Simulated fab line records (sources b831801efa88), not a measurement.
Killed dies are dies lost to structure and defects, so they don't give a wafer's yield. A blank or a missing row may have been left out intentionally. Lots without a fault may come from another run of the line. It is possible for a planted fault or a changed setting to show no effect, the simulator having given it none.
One fault through the eyes of 2 desks	flow sky130	what lay behind the numbers comes last; until then each desk has only its own

## AT THE METROLOGY DESK
What the gauges read, lot by lot, whatever tool the lot ran on: means of the sampled wafers that have a number. Marked OUT: a lot whose mean sits more than 4 standard deviations from the usual mean, which makes it out of limits; the brackets give that distance.
Columns: A = RES_XHIGH_TW at SKY_RES_XHIGH_TW_MEAS_09, usual 1637; B = RES_XHIGH_RS at SKY_SD_N_RS_MEAS_18, usual 333.4 ohm/sq
lot	first seen here	A	B
L625	day 27 04:30	1605	332.4
L626	day 27 13:54	1605	332.5
L630	day 28 22:14	1588	331.3
L629	day 28 23:17	1677	333.6
L631	day 29 08:20	1640	336.4
L632	day 30 02:47	1664	333.5
L634	day 30 10:18	1611	331.5
L635	day 30 19:14	1619	332.1
L636	day 30 20:42	1668	333.9
L640	day 32 15:22	1669	333.5
L643	day 33 15:12	1511 (-4.1) OUT	397.0 (+49) OUT
L645	day 33 22:42	1558	398.7 (+50) OUT
L646	day 34 03:05	1649	333.2
L647	day 34 08:52	1671	334.6
Per this desk, out of limits: L643, L645; the first was L643, day 33 15:12 (RES_XHIGH_TW at SKY_RES_XHIGH_TW_MEAS_09). Within limits: L625, L626, L630, L629, L631, L632, L634, L635, L636, L640, L646, L647.

## AT THE TOOL OWNER'S DESK: implanter-01
For each lot that ran on this tool, the mean over its sampled wafers that have a number, from the tool's own readings at SKY_RES_XHIGH_IMPLANT_07. Marked OUT: a lot whose mean sits more than 4 standard deviations from the usual mean, which makes it out of limits; the brackets give that distance.
Columns: A = dose ions cm2 at SKY_RES_XHIGH_IMPLANT_07, usual 3.6e+14
lot	first seen here	A
L630	day 28 22:02	3.6e+14
L629	day 28 23:02	3.6e+14
L634	day 30 10:03	3.6e+14
L643	day 33 14:57	2.9e+14 (-99 or more) OUT
L645	day 33 22:27	2.9e+14 (-99 or more) OUT
This desk finds L643, L645 out of limits, L643 being first, at day 33 14:57 (dose ions cm2 at SKY_RES_XHIGH_IMPLANT_07). Within limits: L630, L629, L634.

## ALL TOGETHER
The tool owner's desk had the chance to raise an alarm at day 33 14:57 on L643, L645.
An alarm was possible from the metrology desk at day 33 15:12, on L643, L645.
SKY_RES_XHIGH_IMPLANT_07 was run on implanter-01 by each of the lots named.

## WHAT WAS PUT IN BY THE SIMULATOR
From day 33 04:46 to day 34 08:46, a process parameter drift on implanter-01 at SKY_RES_XHIGH_IMPLANT_07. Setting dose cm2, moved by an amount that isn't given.
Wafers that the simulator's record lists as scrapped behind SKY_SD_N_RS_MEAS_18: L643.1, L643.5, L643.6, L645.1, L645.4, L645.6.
Shown lots that were struck: L643, L645.
Time in hours from fault onset to the first out-of-limits reading at each desk: tool owner's desk 10, metrology desk 10.
